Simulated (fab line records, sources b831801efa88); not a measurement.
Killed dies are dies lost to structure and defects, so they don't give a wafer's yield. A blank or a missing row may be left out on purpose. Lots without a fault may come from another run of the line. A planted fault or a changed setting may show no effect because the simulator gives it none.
One fault seen from 2 desks | flow sky130 | each desk has only its own numbers; what lay behind them comes last

THE TOOL OWNER'S DESK: cvd_w-01
The tool's own readings at SKY_CONTACT_CVD_24 (deposits W, target thk 340 nm, time 102.12 s): means of the sampled wafers that have a number, for each lot that ran on this tool. A lot is out of limits, marked OUT, if its mean lies more than 4 standard deviations from the usual mean; the brackets give that distance.
Columns: A = heater_power_w at SKY_CONTACT_CVD_24, usual 846 W
lot  | first seen here | A
L366 | day 31 16:29    | 881
L369 | day 32 15:27    | 909
L370 | day 33 01:55    | 848
L372 | day 33 18:47    | 846
L373 | day 34 02:35    | 843
L375 | day 34 14:41    | 853
L382 | day 36 19:31    | 903
L383 | day 37 05:59    | 934
This desk's finding: nothing out of limits on any of the 8 lots.

THE METROLOGY DESK
What the gauges read, lot by lot, whatever tool the lot ran on: means of the sampled wafers that have a number. A lot is out of limits, marked OUT, if its mean lies more than 4 standard deviations from the usual mean; the brackets give that distance.
Columns: A = LI_CONTACT_OVL at SKY_LI_CONTACT_OVL_MEAS_13, usual -2 nm; B = CONTACT_BOW at SKY_CONTACT_BOW_MEAS_05, usual 82 um; C = CONTACT_W_RS at SKY_CONTACT_RS_MEAS_25, usual 0.333 ohm/sq; D = CONTACT_W_THK at SKY_CONTACT_THK_MEAS_26, usual 352 nm
lot  | first seen here | A  | B  | C                | D
L366 | day 29 03:36    | -1 | 76 | 0.334            | 348
L369 | day 30 03:28    | 2  | 76 | 0.337            | 348
L370 | day 30 14:22    | -5 | 78 | 0.334            | 350
L372 | day 31 08:40    | 2  | 86 | 0.328            | 359
L373 | day 31 17:39    | -5 | 78 | 0.330            | 357
L375 | day 32 06:43    | -8 | 94 | 0.333            | 350
L376 | day 32 13:19    | -4 | 73 | 0.333            | 354
L379 | day 33 22:47    | 6  | 74 | 0.334            | 351
L382 | day 34 11:27    | -4 | 85 | 0.350            | 336
L383 | day 34 21:55    | -7 | 90 | 0.377 (+7.0) OUT | 312 (-5.3) OUT
L388 | day 36 11:11    | -7 | 75 | 0.334            | 353
L389 | day 36 22:07    | -1 | 86 | 0.335            | 349
This desk's finding: out of limits on L383; first on L383, day 37 06:05 (CONTACT_W_RS at SKY_CONTACT_RS_MEAS_25). In limits: L366, L369, L370, L372, L373, L375, L376, L379, L382, L388, L389.

PUT TOGETHER
The metrology desk could have raised an alarm at day 37 06:05, on L383.
The tool owner's desk saw nothing out of limits.
The tool owner's desk has L383 on record, within its limits.
Of the lots named, all ran SKY_CONTACT_CVD_24 on cvd_w-01.

WHAT THE SIMULATOR HAD PUT IN
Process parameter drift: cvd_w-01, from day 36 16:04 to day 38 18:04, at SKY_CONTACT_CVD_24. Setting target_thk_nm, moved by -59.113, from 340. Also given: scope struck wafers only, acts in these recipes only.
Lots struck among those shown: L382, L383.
Hours from the fault's start to each desk's first reading out of limits: the metrology desk, 14.
